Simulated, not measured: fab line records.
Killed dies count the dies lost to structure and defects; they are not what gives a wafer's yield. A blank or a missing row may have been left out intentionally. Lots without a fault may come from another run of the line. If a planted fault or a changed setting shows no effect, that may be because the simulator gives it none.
Chamber matching / flow sky130 / SKY_VIA3_CMP_02 on cmp-02: 4 sister chambers
The step polishes SiO2. 8 wafers are shown with their chamber, then 12 later ones without.

== EACH WAFER AND ITS CHAMBER ==
wafer=L088.2; chamber=1; motorCurrentA (A)=11.0; slurryFlowMlMin=150.1
wafer=L088.3; chamber=2; motorCurrentA (A)=11.6; slurryFlowMlMin=149.9
wafer=L089.2; chamber=0; motorCurrentA (A)=12.2; slurryFlowMlMin=150.2
wafer=L089.5; chamber=1; motorCurrentA (A)=10.3; slurryFlowMlMin=150.0
wafer=L089.6; chamber=0; motorCurrentA (A)=13.1; slurryFlowMlMin=149.5
wafer=L090.3; chamber=3; motorCurrentA (A)=13.7; slurryFlowMlMin=149.8
wafer=L090.5; chamber=3; motorCurrentA (A)=13.3; slurryFlowMlMin=149.1
wafer=L090.6; chamber=2; motorCurrentA (A)=11.1; slurryFlowMlMin=150.1

== WAFERS WHOSE CHAMBER IS MISSING ==
wafer=L091.3; motorCurrentA (A)=11.7; slurryFlowMlMin=150.5
wafer=L091.4; motorCurrentA (A)=12.5; slurryFlowMlMin=150.4
wafer=L091.6; motorCurrentA (A)=10.4; slurryFlowMlMin=149.6
wafer=L094.1; motorCurrentA (A)=13.7; slurryFlowMlMin=149.8
wafer=L094.3; motorCurrentA (A)=11.4; slurryFlowMlMin=148.7
wafer=L094.4; motorCurrentA (A)=12.6; slurryFlowMlMin=150.3
wafer=L095.1; motorCurrentA (A)=13.1; slurryFlowMlMin=150.3
wafer=L095.3; motorCurrentA (A)=14.0; slurryFlowMlMin=149.5
wafer=L095.5; motorCurrentA (A)=11.9; slurryFlowMlMin=149.4
wafer=L096.2; motorCurrentA (A)=12.1; slurryFlowMlMin=149.5
wafer=L096.3; motorCurrentA (A)=11.2; slurryFlowMlMin=150.0
wafer=L096.6; motorCurrentA (A)=12.0; slurryFlowMlMin=150.8

== WHICH CHAMBER EACH WENT THROUGH ==
wafer=L091.3; from the rows above=can't be placed: 2 or 1 or 0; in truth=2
wafer=L091.4; from the rows above=can't be placed: 0 or 2 or 3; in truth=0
wafer=L091.6; from the rows above=can't be placed: 1 or 2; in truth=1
wafer=L094.1; from the rows above=can't be placed: 3 or 0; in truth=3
wafer=L094.3; from the rows above=can't be placed: 2 or 1 or 0 or 3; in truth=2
wafer=L094.4; from the rows above=can't be placed: 0 or 2 or 3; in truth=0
wafer=L095.1; from the rows above=can't be placed: 0 or 3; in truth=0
wafer=L095.3; from the rows above=can't be placed: 3 or 0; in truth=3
wafer=L095.5; from the rows above=can't be placed: 0 or 2 or 1 or 3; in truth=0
wafer=L096.2; from the rows above=can't be placed: 0 or 2 or 3 or 1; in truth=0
wafer=L096.3; from the rows above=can't be placed: 2 or 1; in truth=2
wafer=L096.6; from the rows above=can't be placed: 2 or 0 or 1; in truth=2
Correct placement for 0 of the 12. Not placeable from these rows: 12 (in 12, the candidates include the true chamber). Wrongly placed: 0.
How it was worked out, from the rows above alone: a wafer's distance from a chamber is the root of the sum, over the readings, of the square of ((its reading less the chamber's mean) divided by the reading's scatter). If the next closest chamber is less than 2 further off than the closest, the wafer can't be placed; otherwise it belongs to the closest. For every chamber, the mean is computed from those of its wafers that are shown. The scatter: take each reading less its chamber's mean, square it, sum over the shown wafers, divide by the number of wafers less the number of chambers, and take the root.
